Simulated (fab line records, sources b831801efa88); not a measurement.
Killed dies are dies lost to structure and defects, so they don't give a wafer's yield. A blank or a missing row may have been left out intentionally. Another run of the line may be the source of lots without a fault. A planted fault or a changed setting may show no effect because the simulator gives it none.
Which tool was responsible? | flow sky130 | 13 lots with 39 wafers sampled at 3 steps, on a route of 708 steps

== WHAT THE GAUGES SHOWED, per wafer ==
SKY_LDD_HVP_TW_MEAS_10.
lot  | measured     | on           | LDD_HVP_TW
L992 | day 21 18:29 | filmMetro-03 | 459 460 459
L994 | day 22 09:53 | filmMetro-03 | 456 458 459
L995 | day 23 00:50 | filmMetro-03 | 459 457 457
L998 | day 23 20:45 | filmMetro-03 | 455 458 455
L999 | day 24 07:17 | filmMetro-02 | 455 456 454
L102 | day 25 05:41 | filmMetro-03 | 462 460 460
L103 | day 25 14:36 | filmMetro-04 | 451 453 451
L104 | day 25 21:53 | filmMetro-04 | 453 450 449
L105 | day 26 16:29 | filmMetro-04 | 452 453 453
L106 | day 26 23:17 | filmMetro-03 | 460 458 461
L109 | day 27 16:47 | filmMetro-02 | 453 455 454
L110 | day 28 02:40 | filmMetro-04 | 451 453 451
L114 | day 29 07:44 | filmMetro-03 | 462 459 459

SKY_SD_P_OVL_MEAS_08.
lot  | measured     | on         | SD_P_OVL (nm)
L992 | day 25 14:08 | overlay-02 | 1.7 0.3 0.3
L994 | day 26 07:34 | overlay-02 | -1.9 -1.5 -3.4
L995 | day 26 21:14 | overlay-02 | -0.4 0.0 0.3
L998 | day 27 14:01 | overlay-02 | 1.8 2.8 0.5
L999 | day 28 00:55 | overlay-01 | 0.3 0.1 -1.1
L102 | day 28 21:21 | overlay-01 | -0.7 -1.3 0.2
L103 | day 29 05:50 | overlay-02 | 1.2 1.8 2.2
L104 | day 29 10:41 | overlay-01 | -1.0 -0.1 0.7
L105 | day 31 09:53 | overlay-01 | 1.1 -0.6 1.8
L106 | day 31 10:04 | overlay-01 | 1.2 1.5 0.8
L109 | day 31 10:29 | overlay-01 | -3.0 -0.9 -1.6
L110 | day 31 15:30 | overlay-02 | -1.8 0.7 -1.4
L114 | day 32 22:38 | overlay-02 | 0.7 1.5 1.0

== TOOL THAT RAN EACH LOT (tool first, then ch and the chambers of the sampled wafers, then the start) ==
lot  | SKY_LDD_HVP_STRIP_09
L992 | plasmaAsher-03 ch 0,1, day 21 18:23
L994 | plasmaAsher-01 ch 0, day 22 09:47
L995 | plasmaAsher-03 ch 0,1, day 23 00:44
L998 | plasmaAsher-01 ch 0, day 23 20:38
L999 | plasmaAsher-02 ch 0,1, day 24 07:11
L102 | plasmaAsher-02 ch 0,1, day 25 05:35
L103 | plasmaAsher-01 ch 1, day 25 14:29
L104 | plasmaAsher-01 ch 0,1, day 25 21:47
L105 | plasmaAsher-03 ch 0,1, day 26 16:23
L106 | plasmaAsher-02 ch 0,1, day 26 23:11
L109 | plasmaAsher-01 ch 0,1, day 27 16:41
L110 | plasmaAsher-02 ch 0,1, day 28 02:35
L114 | plasmaAsher-03 ch 0,1, day 29 07:38
- SKY_LDD_HVP_STRIP_09: strips in O2/N2.

== WHAT THE TOOLS THEMSELVES READ (means of the sampled wafers that have a number; where no wafer has one, the mark that the record gives instead) ==
SKY_LDD_HVP_STRIP_09.
lot  | tool           | drypumpMotorCurrentA (A) | oesProductAu (a.u.) | stripTimeToEndpointS (s)
L992 | plasmaAsher-03 | 5.7                      | 0.411               | 4.163
L994 | plasmaAsher-01 | 5.9                      | 0.409               | 4.134
L995 | plasmaAsher-03 | 5.7                      | 0.409               | 4.151
L998 | plasmaAsher-01 | 5.9                      | 0.405               | 4.130
L999 | plasmaAsher-02 | 6.1                      | 0.407               | 4.145
L102 | plasmaAsher-02 | 6.4                      | 0.410               | 4.130
L103 | plasmaAsher-01 | 5.2                      | 0.412               | 4.146
L104 | plasmaAsher-01 | 5.7                      | 0.406               | 4.135
L105 | plasmaAsher-03 | 5.7                      | 0.406               | 4.147
L106 | plasmaAsher-02 | 6.4                      | 0.411               | 4.152
L109 | plasmaAsher-01 | 5.4                      | 0.408               | 4.121
L110 | plasmaAsher-02 | 6.1                      | 0.413               | 4.133
L114 | plasmaAsher-03 | 5.7                      | 0.408               | 4.124

== THE ANSWER, worked out from the rows above alone ==
Rule: the usual values come from the lots themselves. Put in order of their means at a reading, lots are off if they are a third of the lots or fewer, leave a main group of 4 or more, and stand apart from it by a gap of 3 or more times the standard deviation of the main group's means; of several such gaps the widest counts. If all means in a main group match to the digits the tables above print for the reading, that group is not used. Also off: a lot with no number at a reading for which 4 or more lots have one. All remaining lots with rows at the step are treated as sound. After the gauges, taken in route order, come the tools' own readings; for these a lot's mean is taken, as printed above. At the first step where some lot is off, the reading lying furthest off is the one used; lots without a number count as furthest.
None of the lots is off at any reading shown; this tells nothing.

== WHAT THE SIMULATOR PUT IN ==
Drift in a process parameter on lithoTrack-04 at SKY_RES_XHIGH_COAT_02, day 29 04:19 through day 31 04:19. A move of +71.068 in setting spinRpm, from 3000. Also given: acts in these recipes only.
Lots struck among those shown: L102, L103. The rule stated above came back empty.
